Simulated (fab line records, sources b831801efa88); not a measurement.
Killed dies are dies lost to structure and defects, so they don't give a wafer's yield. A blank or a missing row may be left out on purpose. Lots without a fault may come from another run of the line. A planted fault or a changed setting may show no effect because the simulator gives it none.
A struck lot beside a sound one | flow sky130 | 18 steps out of a route of 708
Sound: wafers L688.2, L688.3, L688.5. Struck: wafer L682.6. (L682.1 of the same lot was not struck and is left out.) The cause comes at the end.
At each step with rows: each side's tool, then ch and its chambers, then its first start. Under that, the readings that differ: sound wafers | struck wafers | difference of the means | sigmas: that difference in standard deviations of wafers without a fault.
alike: readings whose means differ by less than 2 such deviations, and words and numbers that are the same on both sides. not compared: withheld readings, readings that some wafer has no value for, bounds like >300 that may hide the same value, and numbers for which the record gives no deviation and whose values overlap.
The two part at a step that has a row with sigmas, a row that says differs or no value, or rows on one side only. Numbers that don't overlap but have no deviation are shown without sigmas and don't part them. A reading that every wafer of one side lacks parts them only if that side has two wafers or more.

first, 2 steps without rows for these wafers: SKY_CONTACT_PEB_12; SKY_CONTACT_DEVELOP_13 (develop time 60 s).
SKY_CONTACT_CD_MEAS_14: target cd 170 nm.
  sound on cd_sem-02, day 37 01:46; struck on cd_sem-02, day 35 21:46
  alike: cd_nm
SKY_CONTACT_OVL_MEAS_15:
  sound on overlay-01, day 37 01:52; struck on overlay-02, day 35 21:53
  alike: CONTACT_OVL
SKY_CONTACT_ETCH_16: etches BARC in N2/H2, stops on SiO2, time 45.9 s, target depth 60 nm.
  sound on rie_diel-03 ch 1,2,3, day 37 01:54; struck on rie_diel-01 ch 1, day 35 21:55
  alike: drypump_motor_current_A, oes_product_au, throttle_valve_pct
  not compared: rf_hours_counter_h
SKY_CONTACT_ETCH_17: etches SiO2 in C4F8/O2/Ar, stops on Si3N4, target depth 340 nm.
  sound on rie_diel-03 ch 1,2,3, day 37 01:56; struck on rie_diel-01 ch 1, day 35 21:58
  alike: oes_product_au
SKY_CONTACT_ETCH_18: etches Si3N4 in CHF3/O2, stops on TiN, time 39 s, target depth 75 nm.
  sound on rie_diel-03 ch 1,2,3; struck on rie_diel-01 ch 1
  alike: drypump_motor_current_A, oes_product_au, throttle_valve_pct
  not compared: rf_hours_counter_h
then, 4 steps without rows for these wafers: SKY_CONTACT_STRIP_19 (strips in O2/N2); SKY_CONTACT_STRIP_20 (strips in post etch residue remover, time 1200 s); SKY_CONTACT_CLEAN_21 (cleans in IPA, time 180 s); SKY_CONTACT_CLEAN_22 (cleans in O3/DIW).
SKY_CONTACT_SPUTTER_23: material TiN, target thk 20 nm, time 80 s.
  sound on pvd_sputter-01, day 37 02:38; struck on pvd_sputter-03, day 35 22:38
  alike: throttle_valve_pct
SKY_CONTACT_CVD_24: deposits W, target thk 340 nm, time 102.12 s.
  sound on cvd_w-01 ch 0,1, day 37 02:41; struck on cvd_w-02 ch 1, day 35 22:42
  reading                               | sound           | struck | difference | sigmas
  model.W_of_CONTACT_CVD_24.thk_nm (nm) | 346.9 348 345.6 | 209.4  | -137.4     |
  alike: heater_power_w
SKY_CONTACT_RS_MEAS_25: measures by four-point-probe.
  sound on film_metro-03, day 37 02:49; struck on film_metro-04, day 35 23:06
  reading               | sound             | struck | difference | sigmas
  CONTACT_W_RS (ohm/sq) | 0.331 0.330 0.333 | 0.552  | +0.221     | +36
  not compared: hold
SKY_CONTACT_THK_MEAS_26: measures by xrf.
  sound on film_metro-03, day 37 02:56; struck on film_metro-04, day 36 02:53
  reading            | sound       | struck | difference | sigmas
  CONTACT_W_THK (nm) | 355 357 354 | 208    | -147       | -21
  not compared: hold
SKY_CONTACT_CMP_27: polishes, stops on SiO2, t overpolish 15 s, target thk 0 nm.
  sound on cmp-01 ch 0,1,3, day 37 03:29; struck on cmp-01 ch 2, day 36 04:37
  reading                | sound    | struck                   | difference                   | sigmas
  hold                   | - - -    | await_dispo/1.7h/release | no value on the sound wafers |
  time_to_endpoint_s (s) | 82 78 80 | 48                       | -32                          | -7
  alike: motor_current_A
SKY_METAL1_SPUTTER_00: material Ti, target thk 15 nm, time 10 s.
  sound on pvd_sputter-02, day 37 03:41; struck on pvd_sputter-04, day 36 04:55
  alike: throttle_valve_pct
-- the record jumps here: 13 days lie between the struck wafers' starts before and after (it left off in module METAL1 and takes up again in module PAD_OPEN, whose first step shown is number 708 of the route) --
SKY_PAD_OPEN_PROBE_99:
  sound on prober-02, day 49 21:56; struck on prober-02, day 49 02:27
  alike: killed_at_M0_to_M3, killed_at_M4_up, killed_at_contacts, killed_at_front_end, killed_at_other, killed_dies, killed_open, killed_short

WHERE THEY PART
First at SKY_CONTACT_RS_MEAS_25; last, within this record, at SKY_CONTACT_CMP_27. Later steps at which nothing parts them and some readings are alike: SKY_METAL1_SPUTTER_00, SKY_PAD_OPEN_PROBE_99.

WHY: what the simulator had put in
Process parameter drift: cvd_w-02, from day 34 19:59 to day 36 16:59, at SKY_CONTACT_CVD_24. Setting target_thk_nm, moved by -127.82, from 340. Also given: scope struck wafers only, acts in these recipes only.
